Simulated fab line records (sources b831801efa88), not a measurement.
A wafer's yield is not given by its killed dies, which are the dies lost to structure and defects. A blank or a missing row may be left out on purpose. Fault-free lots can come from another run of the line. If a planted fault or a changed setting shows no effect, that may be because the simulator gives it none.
Which tool did it? || flow sky130 || Sampling: 12 lots, 36 wafers, 2 of 708 route steps

== WHAT EACH GAUGE READ, for each wafer ==
SKY_LI_CONTACT_RS_MEAS_22: the measuring method here is four-point-probe. Usual: LI_CONTACT_W_RS typically reads 0.281 ohm/sq, with standard deviation 0.0033.
{"lot": "L350", "measured": "day 29 08:14", "on": "film-metro-04", "LI_CONTACT_W_RS (ohm/sq)": "0.279 0.279 0.278", "flag": ""}
{"lot": "L351", "measured": "day 29 19:51", "on": "film-metro-01", "LI_CONTACT_W_RS (ohm/sq)": "0.282 0.279 0.280", "flag": ""}
{"lot": "L353", "measured": "day 30 20:01", "on": "film-metro-01", "LI_CONTACT_W_RS (ohm/sq)": "0.282 0.281 0.285", "flag": ""}
{"lot": "L354", "measured": "day 31 01:49", "on": "film-metro-04", "LI_CONTACT_W_RS (ohm/sq)": "0.280 0.280 0.281", "flag": ""}
{"lot": "L359", "measured": "day 32 17:49", "on": "film-metro-03", "LI_CONTACT_W_RS (ohm/sq)": "0.281 0.286 0.283", "flag": ""}
{"lot": "L361", "measured": "day 33 04:52", "on": "film-metro-01", "LI_CONTACT_W_RS (ohm/sq)": "0.276 0.280 0.279", "flag": ""}
{"lot": "L360", "measured": "day 33 05:37", "on": "film-metro-03", "LI_CONTACT_W_RS (ohm/sq)": "0.282 0.280 0.281", "flag": ""}
{"lot": "L362", "measured": "day 33 11:38", "on": "film-metro-01", "LI_CONTACT_W_RS (ohm/sq)": "0.282 0.280 0.280", "flag": ""}
{"lot": "L363", "measured": "day 33 17:28", "on": "film-metro-04", "LI_CONTACT_W_RS (ohm/sq)": "0.281 0.273 0.277", "flag": ""}
{"lot": "L365", "measured": "day 34 05:29", "on": "film-metro-03", "LI_CONTACT_W_RS (ohm/sq)": "0.287 0.288 0.281", "flag": ""}
{"lot": "L366", "measured": "day 34 20:19", "on": "film-metro-01", "LI_CONTACT_W_RS (ohm/sq)": "0.283 0.286 0.284", "flag": ""}
{"lot": "L370", "measured": "day 35 23:40", "on": "film-metro-04", "LI_CONTACT_W_RS (ohm/sq)": "0.281 0.278 0.279", "flag": ""}

== WHICH TOOL RAN EACH LOT (tool, then ch and the chambers of the sampled wafers, then the start) ==
{"lot": "L350", "SKY_LI_CONTACT_SPUTTER_20": "pvd-sputter-03, day 29 08:02"}
{"lot": "L351", "SKY_LI_CONTACT_SPUTTER_20": "pvd-sputter-04, day 29 19:37"}
{"lot": "L353", "SKY_LI_CONTACT_SPUTTER_20": "pvd-sputter-04, day 30 19:50"}
{"lot": "L354", "SKY_LI_CONTACT_SPUTTER_20": "pvd-sputter-01, day 31 01:36"}
{"lot": "L359", "SKY_LI_CONTACT_SPUTTER_20": "pvd-sputter-04, day 32 17:36"}
{"lot": "L361", "SKY_LI_CONTACT_SPUTTER_20": "pvd-sputter-03, day 33 04:41"}
{"lot": "L360", "SKY_LI_CONTACT_SPUTTER_20": "pvd-sputter-03, day 33 05:23"}
{"lot": "L362", "SKY_LI_CONTACT_SPUTTER_20": "pvd-sputter-04, day 33 11:26"}
{"lot": "L363", "SKY_LI_CONTACT_SPUTTER_20": "pvd-sputter-04, day 33 17:15"}
{"lot": "L365", "SKY_LI_CONTACT_SPUTTER_20": "pvd-sputter-04, day 34 05:17"}
{"lot": "L366", "SKY_LI_CONTACT_SPUTTER_20": "pvd-sputter-03, day 34 20:05"}
{"lot": "L370", "SKY_LI_CONTACT_SPUTTER_20": "pvd-sputter-01, day 35 23:26"}
- SKY_LI_CONTACT_SPUTTER_20: material TiN, target thk 20 nm, time 80 s.

== AS READ BY THE TOOLS THEMSELVES (means over the sampled wafers that have a number; for cases with no such wafer, the mark the record gives instead) ==
SKY_LI_CONTACT_SPUTTER_20. Usual: chamber-pressure-pa 5.001 Pa, standard deviation 0.011; throttle-valve-pct 30.1 %, standard deviation 1.3.
{"lot": "L350", "tool": "pvd-sputter-03", "chamber-pressure-pa (Pa)": 5.001, "throttle-valve-pct (%)": 29.9, "flag": ""}
{"lot": "L351", "tool": "pvd-sputter-04", "chamber-pressure-pa (Pa)": 5.002, "throttle-valve-pct (%)": 30.3, "flag": ""}
{"lot": "L353", "tool": "pvd-sputter-04", "chamber-pressure-pa (Pa)": 5.004, "throttle-valve-pct (%)": 30.0, "flag": ""}
{"lot": "L354", "tool": "pvd-sputter-01", "chamber-pressure-pa (Pa)": 5.007, "throttle-valve-pct (%)": 30.7, "flag": ""}
{"lot": "L359", "tool": "pvd-sputter-04", "chamber-pressure-pa (Pa)": 5.004, "throttle-valve-pct (%)": 30.3, "flag": ""}
{"lot": "L361", "tool": "pvd-sputter-03", "chamber-pressure-pa (Pa)": 5.003, "throttle-valve-pct (%)": 30.3, "flag": ""}
{"lot": "L360", "tool": "pvd-sputter-03", "chamber-pressure-pa (Pa)": 4.997, "throttle-valve-pct (%)": 30.4, "flag": ""}
{"lot": "L362", "tool": "pvd-sputter-04", "chamber-pressure-pa (Pa)": 5.071, "throttle-valve-pct (%)": 30.5, "flag": "OFF"}
{"lot": "L363", "tool": "pvd-sputter-04", "chamber-pressure-pa (Pa)": 5.082, "throttle-valve-pct (%)": 30.2, "flag": "OFF"}
{"lot": "L365", "tool": "pvd-sputter-04", "chamber-pressure-pa (Pa)": 5.075, "throttle-valve-pct (%)": 30.2, "flag": "OFF"}
{"lot": "L366", "tool": "pvd-sputter-03", "chamber-pressure-pa (Pa)": 4.990, "throttle-valve-pct (%)": 29.0, "flag": ""}
{"lot": "L370", "tool": "pvd-sputter-01", "chamber-pressure-pa (Pa)": 5.005, "throttle-valve-pct (%)": 30.8, "flag": ""}

== THE ANSWER, worked out from the rows above alone ==
Rule: a lot counts as off when the mean over its wafers that have a number is more than 3 standard deviations away from the usual mean. Also off: a lot with no number at a reading for which 4 or more lots have one. All remaining lots with rows at the step are treated as sound. Order of review: gauges by route order, followed by the tools' own readings, for which a lot's mean as printed above is used. The first step at which some lot is off is used, and at that step the reading that is off furthest; a lot without a number counts as furthest.
Off: L362, L363, L365 (SKY_LI_CONTACT_SPUTTER_20, chamber-pressure-pa).
A tool fits if, at that step or a process step before it, it ran every lot that is off, and no sound lot after the first of them. One fits: SKY_LI_CONTACT_SPUTTER_20 on pvd-sputter-04. Its last sound lot is L359 (day 32 17:36), its first lot that is off L362 (day 33 11:26): a fault that began between those two fits.
On the lots that are off, the tool's own readings at SKY_LI_CONTACT_SPUTTER_20 differ by more than 5 times the standard deviation of the sound lots' means, which bears it out; chamber-pressure-pa reads 5.076 Pa there versus 5.001 Pa on the sound lots.

== WHAT THE SIMULATOR HAD PUT IN ==
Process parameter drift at SKY_LI_CONTACT_SPUTTER_20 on pvd-sputter-04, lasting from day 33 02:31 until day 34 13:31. Setting chamber-pressure-pa, moved by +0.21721, from 5. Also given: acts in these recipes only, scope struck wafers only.
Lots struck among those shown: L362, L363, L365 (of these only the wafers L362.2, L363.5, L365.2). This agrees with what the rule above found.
